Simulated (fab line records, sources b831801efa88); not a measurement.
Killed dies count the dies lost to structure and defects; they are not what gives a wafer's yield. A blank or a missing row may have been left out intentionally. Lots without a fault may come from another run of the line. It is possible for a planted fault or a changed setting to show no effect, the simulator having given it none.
The tool behind it: which one? / flow sky130 / 33 wafers from 11 lots sampled at 2 of the route's 708 steps

== WHAT EACH GAUGE READ, for each wafer ==
SKY_PASSIVATION_THK_MEAS_01.
lot=L866; measured=day 45 01:24; on=film metro-04; PASSIVATION_CVD_00_THK (nm)=89.0 92.0 89.7
lot=L867; measured=day 45 01:25; on=film metro-02; PASSIVATION_CVD_00_THK (nm)=90.4 90.0 91.5
lot=L868; measured=day 45 10:38; on=film metro-04; PASSIVATION_CVD_00_THK (nm)=88.3 91.8 89.2
lot=L870; measured=day 45 22:11; on=film metro-02; PASSIVATION_CVD_00_THK (nm)=89.8 90.5 92.1
lot=L872; measured=day 46 08:07; on=film metro-02; PASSIVATION_CVD_00_THK (nm)=90.3 90.3 91.0
lot=L873; measured=day 46 16:35; on=film metro-04; PASSIVATION_CVD_00_THK (nm)=89.3 91.0 90.4
lot=L876; measured=day 47 05:19; on=film metro-01; PASSIVATION_CVD_00_THK (nm)=88.2 89.8 90.4
lot=L877; measured=day 47 18:02; on=film metro-01; PASSIVATION_CVD_00_THK (nm)=89.7 87.6 91.3
lot=L878; measured=day 47 20:28; on=film metro-02; PASSIVATION_CVD_00_THK (nm)=89.4 90.9 91.0
lot=L880; measured=day 48 09:45; on=film metro-02; PASSIVATION_CVD_00_THK (nm)=88.5 88.0 89.7
lot=L882; measured=day 48 16:33; on=film metro-02; PASSIVATION_CVD_00_THK (nm)=86.8 88.3 90.2

== EACH LOT AND THE TOOL THAT RAN IT (in order: tool; ch and the chambers of the sampled wafers; start) ==
lot=L866; SKY_VIA3_CVD_21=cvd w-02 ch 0,1, day 40 21:31
lot=L867; SKY_VIA3_CVD_21=cvd w-01 ch 0,1, day 40 23:15
lot=L868; SKY_VIA3_CVD_21=cvd w-01 ch 0,1, day 41 08:17
lot=L870; SKY_VIA3_CVD_21=cvd w-01 ch 0,1, day 41 22:46
lot=L872; SKY_VIA3_CVD_21=cvd w-01 ch 0,1, day 42 08:26
lot=L873; SKY_VIA3_CVD_21=cvd w-01 ch 0,1, day 42 16:44
lot=L876; SKY_VIA3_CVD_21=cvd w-01 ch 0, day 43 09:20
lot=L877; SKY_VIA3_CVD_21=cvd w-02 ch 0,1, day 43 22:54
lot=L878; SKY_VIA3_CVD_21=cvd w-01 ch 0,1, day 44 02:35
lot=L880; SKY_VIA3_CVD_21=cvd w-02 ch 0,1, day 44 16:26
lot=L882; SKY_VIA3_CVD_21=cvd w-01 ch 0,1, day 45 02:25
- SKY_VIA3_CVD_21: deposits W, target thk 390 nm, time 117.31 s.

== THE ANSWER, worked out from the rows above alone ==
Rule: usual is defined by the lots themselves. The widest of any qualifying gaps counts: lots, ordered by their means at a reading, are off when they make up no more than a third of the lots, leave a main group of 4 or more, and stand apart from it by 3 or more times the standard deviation of that group's means. A main group is skipped when, at the precision printed for the reading in the tables above, its means are all equal. A lot without any number at a reading at which 4 lots or more have one is off too. All remaining lots with rows at the step are treated as sound.
Nothing can be told from this: no lot is off at any reading shown.

== WHAT THE SIMULATOR HAD INSERTED ==
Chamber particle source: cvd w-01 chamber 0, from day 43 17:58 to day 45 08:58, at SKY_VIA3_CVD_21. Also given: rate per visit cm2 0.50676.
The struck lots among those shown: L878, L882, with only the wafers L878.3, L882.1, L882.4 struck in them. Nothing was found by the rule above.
